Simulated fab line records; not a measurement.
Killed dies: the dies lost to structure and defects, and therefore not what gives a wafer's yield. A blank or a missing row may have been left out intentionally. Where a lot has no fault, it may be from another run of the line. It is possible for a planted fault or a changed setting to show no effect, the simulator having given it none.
What tool caused it? :: flow gf180mcu :: 7 lots (21 wafers sampled), 1 step of a 602-step route

## WHAT THE GAUGES READ, wafer by wafer
GF_MVSD_OVL_MEAS_07.
lot: L999
measured: day 4 15:44
on: overlay-02
MVSD_OVL (nm): -2.8 -2.8 -1.5

lot: L101
measured: day 5 03:53
on: overlay-01
MVSD_OVL (nm): -0.3 -1.2 -0.2

lot: L104
measured: day 5 20:44
on: overlay-02
MVSD_OVL (nm): 1.4 0.1 0.0

lot: L109
measured: day 7 02:04
on: overlay-01
MVSD_OVL (nm): 0.1 -2.5 -2.2

lot: L113
measured: day 8 00:22
on: overlay-02
MVSD_OVL (nm): -2.1 -2.8 -1.4

lot: L117
measured: day 9 03:41
on: overlay-02
MVSD_OVL (nm): -0.6 0.3 -1.8

lot: L119
measured: day 9 13:59
on: overlay-02
MVSD_OVL (nm): -0.8 -0.3 -0.9

## WHAT TOOL EACH LOT RAN ON (gives the tool, then ch and the chambers of the sampled wafers, and finally the start)
The record shows no process step preceding these readings.

## THE ANSWER, worked out from the rows above alone
Rule: the usual values come from the lots themselves. Put in order of their means at a reading, lots are off if they are a third of the lots or fewer, leave a main group of 4 or more, and stand apart from it by a gap of 3 or more times the standard deviation of the main group's means; of several such gaps the widest counts. The tables above print the reading to a certain number of digits; a main group whose means all agree to those digits is not used. A lot without any number at a reading at which 4 lots or more have one is off too. All remaining lots with rows at the step are treated as sound.
None of the lots is off at any reading shown; this tells nothing.

## WHAT THE SIMULATOR HAD INSERTED
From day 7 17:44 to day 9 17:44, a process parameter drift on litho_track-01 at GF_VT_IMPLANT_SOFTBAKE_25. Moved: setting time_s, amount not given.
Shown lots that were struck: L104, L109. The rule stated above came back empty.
